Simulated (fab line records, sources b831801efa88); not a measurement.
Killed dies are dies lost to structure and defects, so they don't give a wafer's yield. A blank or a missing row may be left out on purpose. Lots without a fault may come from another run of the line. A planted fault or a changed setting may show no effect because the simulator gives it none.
Which tool did it? | flow gf180mcu | 7 lots, 21 wafers sampled, at 2 steps of a route of 602

WHAT THE GAUGES READ, wafer by wafer
GF_SAB_THK_MEAS_01.
lot  | measured     | on            | SAB_CVD_00_THK (nm)
L779 | day 14 18:57 | film_metro-03 | 49.4 50.5 50.1
L781 | day 15 04:14 | film_metro-02 | 48.8 49.4 49.5
L784 | day 16 11:21 | film_metro-02 | 50.2 51.0 50.8
L788 | day 17 20:27 | film_metro-03 | 50.6 51.0 50.6
L790 | day 18 12:49 | film_metro-03 | 48.5 50.1 49.5
L798 | day 21 07:29 | film_metro-04 | 50.6 50.1 51.0
L801 | day 22 04:46 | film_metro-02 | 50.1 50.1 50.6

WHICH TOOL RAN EACH LOT (tool, then ch and the chambers of the sampled wafers, then the start)
lot  | GF_PSD_EXPOSE_04
L779 | iline_stepper-02 ch 0, day 14 07:50
L781 | iline_stepper-02 ch 0, day 14 16:43
L784 | iline_stepper-01 ch 0, day 15 23:19
L788 | iline_stepper-01 ch 0, day 17 08:23
L790 | iline_stepper-02 ch 0, day 18 00:26
L798 | iline_stepper-01 ch 0, day 20 19:23
L801 | iline_stepper-02 ch 0, day 21 16:19
- GF_PSD_EXPOSE_04: exposes mask Pplus, target cd 400 nm.

THE ANSWER, worked out from the rows above alone
Rule: what is usual is taken from the lots themselves. Put in order of their means at a reading, lots are off if they are a third of the lots or fewer, leave a main group of 4 or more, and stand apart from it by a gap of 3 or more times the standard deviation of the main group's means; of several such gaps the widest counts. A main group whose means are all the same, to the digits that the tables above print for the reading, isn't used. A lot without any number at a reading at which 4 lots or more have one is off too. The other lots that the step has rows for count as sound.
No lot is off at any reading shown: from this, nothing can be told.

WHAT THE SIMULATOR HAD PUT IN
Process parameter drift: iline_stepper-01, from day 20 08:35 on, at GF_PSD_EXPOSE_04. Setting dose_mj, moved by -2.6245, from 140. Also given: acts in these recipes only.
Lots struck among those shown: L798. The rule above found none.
